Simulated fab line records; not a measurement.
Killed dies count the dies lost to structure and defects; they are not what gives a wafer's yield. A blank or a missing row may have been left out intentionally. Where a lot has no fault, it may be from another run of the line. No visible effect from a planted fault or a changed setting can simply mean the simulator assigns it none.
What tool caused it?    flow sky130    14 lots with 42 wafers sampled at 5 steps, on a route of 708 steps

== WHAT EACH GAUGE READ, for each wafer ==
SKY_VIA1_THK_MEAS_01. Usual: VIA1_HDPCVD_THK typically reads 1034 nm, with standard deviation 10.
lot   measured      on             VIA1_HDPCVD_THK (nm)  flag
L806  day 32 18:33  film metro-04  1017 1004 1020        
L807  day 33 02:52  film metro-01  1025 1030 1033        
L808  day 33 08:50  film metro-01  1016 1028 1031        
L812  day 35 09:35  film metro-02  881 879 879           OFF
L814  day 35 23:59  film metro-02  875 869 866           OFF
L815  day 36 02:43  film metro-04  1023 1016 1025        
L813  day 36 06:16  film metro-01  1042 1034 1040        
L817  day 36 14:05  film metro-04  872 890 891           OFF
L820  day 37 13:09  film metro-04  1032 1028 1021        
L821  day 37 19:08  film metro-04  1044 1032 1037        
L823  day 38 11:29  film metro-01  1036 1026 1026        
L825  day 38 22:52  film metro-04  1017 1025 1031        
L827  day 39 10:02  film metro-04  1028 1033 1033        
L828  day 39 18:38  film metro-02  1031 1029 1046        

== EACH LOT AND THE TOOL THAT RAN IT (in order: tool; ch and the chambers of the sampled wafers; start) ==
lot   SKY_CONTACT_CVD_24             SKY_METAL1_DESCUM_17               SKY_METAL1_METAL_ETCH_19           SKY_VIA1_HDPCVD_00
L806  cvd w-01 ch 0,1, day 31 12:52  rie metal-02 ch 0,1, day 32 17:38  rie metal-02 ch 0,1, day 32 17:44  hdpcvd-02 ch 0,2, day 32 18:26
L807  cvd w-01 ch 0,1, day 31 21:58  rie metal-01 ch 1, day 33 01:58    rie metal-01 ch 1, day 33 02:04    hdpcvd-01 ch 0,2, day 33 02:44
L808  cvd w-02 ch 0,1, day 32 05:02  rie metal-01 ch 0,1, day 33 07:56  rie metal-01 ch 0,1, day 33 08:02  hdpcvd-02 ch 0,1,2, day 33 08:43
L812  cvd w-01 ch 1, day 34 05:14    rie metal-01 ch 1, day 35 08:41    rie metal-01 ch 1, day 35 08:47    hdpcvd-01 ch 0,1, day 35 09:28
L814  cvd w-01 ch 0, day 34 19:35    rie metal-01 ch 0,1, day 35 23:05  rie metal-01 ch 0,1, day 35 23:11  hdpcvd-01 ch 0,1,2, day 35 23:53
L815  cvd w-02 ch 0,1, day 34 22:53  rie metal-04 ch 0,1, day 36 01:49  rie metal-04 ch 0,1, day 36 01:55  hdpcvd-02 ch 0,2, day 36 02:35
L813  cvd w-01 ch 0,1, day 35 01:36  rie metal-02 ch 0,1, day 36 05:23  rie metal-02 ch 0,1, day 36 05:29  hdpcvd-02 ch 1,2, day 36 06:10
L817  cvd w-02 ch 0,1, day 35 10:26  rie metal-02 ch 0,1, day 36 13:11  rie metal-02 ch 0,1, day 36 13:17  hdpcvd-01 ch 0,1,2, day 36 13:58
L820  cvd w-02 ch 0,1, day 36 08:56  rie metal-01 ch 0,1, day 37 12:14  rie metal-01 ch 0,1, day 37 12:20  hdpcvd-02 ch 0,2, day 37 13:02
L821  cvd w-01 ch 0,1, day 36 14:48  rie metal-02 ch 0,1, day 37 18:14  rie metal-02 ch 0,1, day 37 18:20  hdpcvd-02 ch 0,1,2, day 37 19:01
L823  cvd w-02 ch 0,1, day 37 07:53  rie metal-02 ch 0,1, day 38 10:35  rie metal-02 ch 0,1, day 38 10:41  hdpcvd-02 ch 1,2, day 38 11:22
L825  cvd w-01 ch 0,1, day 37 18:40  rie metal-02 ch 0,1, day 38 21:58  rie metal-02 ch 0,1, day 38 22:05  hdpcvd-02 ch 0,2, day 38 22:44
L827  cvd w-02 ch 0, day 38 06:38    rie metal-04 ch 0,1, day 39 09:06  rie metal-04 ch 0,1, day 39 09:11  hdpcvd-02 ch 1,2, day 39 09:55
L828  cvd w-01 ch 0,1, day 38 15:01  rie metal-02 ch 0,1, day 39 17:13  rie metal-02 ch 0,1, day 39 17:19  hdpcvd-02 ch 0,1, day 39 18:31
- SKY_CONTACT_CVD_24: deposits W, target thk 340 nm, time 102.12 s.
- SKY_METAL1_DESCUM_17: chemistry O2, time 8 s.
- SKY_METAL1_METAL_ETCH_19: etches the open film in Cl2/BCl3, stops on SiO2, target depth 360 nm, time 78 s.
- SKY_VIA1_HDPCVD_00: deposits SiO2, target thk 1030 nm, time 171.7 s.

== WHAT THE TOOLS THEMSELVES READ (means of the sampled wafers that have a number; where no wafer has one, the mark that the record gives instead) ==
SKY_CONTACT_CVD_24. Usual: heater power outer w 514 W, standard deviation 110; heater power w 882 W, standard deviation 190.
lot   tool      heater power outer w (W)  heater power w (W)  flag
L806  cvd w-01  517                       875                 
L807  cvd w-01  600                       998                 
L808  cvd w-02  451                       792                 
L812  cvd w-01  681                       1166                
L814  cvd w-01  428                       711                 
L815  cvd w-02  457                       812                 
L813  cvd w-01  513                       864                 
L817  cvd w-02  450                       799                 
L820  cvd w-02  446                       801                 
L821  cvd w-01  513                       868                 
L823  cvd w-02  468                       816                 
L825  cvd w-01  603                       1027                
L827  cvd w-02  480                       834                 
L828  cvd w-01  600                       1035                

SKY_METAL1_DESCUM_17. Usual: drypump motor current A 5.8 A, standard deviation 0.47; oes product au 1.001 a.u., standard deviation 0.0081.
lot   tool          drypump motor current A (A)  oes product au (a.u.)  flag
L806  rie metal-02  5.9                          1.004                  
L807  rie metal-01  5.1                          0.995                  
L808  rie metal-01  5.4                          0.995                  
L812  rie metal-01  5.1                          1.005                  
L814  rie metal-01  5.6                          1.005                  
L815  rie metal-04  6.2                          1.001                  
L813  rie metal-02  5.6                          0.998                  
L817  rie metal-02  5.9                          1.009                  
L820  rie metal-01  5.4                          1.002                  
L821  rie metal-02  5.9                          1.009                  
L823  rie metal-02  5.6                          1.000                  
L825  rie metal-02  5.6                          1.003                  
L827  rie metal-04  6.2                          0.990                  
L828  rie metal-02  5.8                          1.002                  

SKY_METAL1_METAL_ETCH_19. Usual: drypump motor current A 5.8 A, standard deviation 0.47; oes product au 0.854 a.u., standard deviation 0.0054; throttle valve pct 22.264 %, standard deviation 0.0089.
lot   tool          drypump motor current A (A)  oes product au (a.u.)  throttle valve pct (%)  flag
L806  rie metal-02  5.9                          0.854                  22.269                  
L807  rie metal-01  5.1                          0.856                  22.262                  
L808  rie metal-01  5.4                          0.854                  22.273                  
L812  rie metal-01  5.1                          0.858                  22.264                  
L814  rie metal-01  5.6                          0.854                  22.263                  
L815  rie metal-04  6.2                          0.851                  22.268                  
L813  rie metal-02  5.6                          0.849                  22.261                  
L817  rie metal-02  5.8                          0.852                  22.259                  
L820  rie metal-01  5.4                          0.847                  22.259                  
L821  rie metal-02  5.9                          0.856                  22.269                  
L823  rie metal-02  5.7                          0.850                  22.260                  
L825  rie metal-02  5.6                          0.854                  22.272                  
L827  rie metal-04  6.2                          0.852                  22.267                  
L828  rie metal-02  5.9                          0.857                  22.261                  

== THE ANSWER, worked out from the rows above alone ==
Rule: lot off if the mean of its wafers having a number is beyond 3 standard deviations from the usual mean. Also off: a lot with no number at a reading for which 4 or more lots have one. Any other lot the step has rows for is counted as sound. Order of review: gauges by route order, followed by the tools' own readings, for which a lot's mean as printed above is used. The first step at which some lot is off is used, and at that step the reading that is off furthest; a lot without a number counts as furthest.
Off: at SKY_VIA1_THK_MEAS_01 (VIA1_HDPCVD_THK), L812, L814, L817.
If a tool, at a process step before that reading, ran all the lots that are off and no sound lot after the first of them, it fits. Those tools and the gauges at SKY_VIA1_THK_MEAS_01 are tried in the same way. One candidate fits, namely hdpcvd-01 at SKY_VIA1_HDPCVD_00. A fault onset in the window from L807 (day 33 02:44, its last sound lot) to L812 (day 35 09:28, its first lot off) fits.

== WHAT HAD BEEN PUT IN BY THE SIMULATOR ==
Site profile drift: hdpcvd-01, from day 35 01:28 on, at SKY_VIA1_HDPCVD_00. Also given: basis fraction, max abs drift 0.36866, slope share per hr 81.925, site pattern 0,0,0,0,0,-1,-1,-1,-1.
Lots struck among those shown: L812, L814, L817. The rule above found the same.
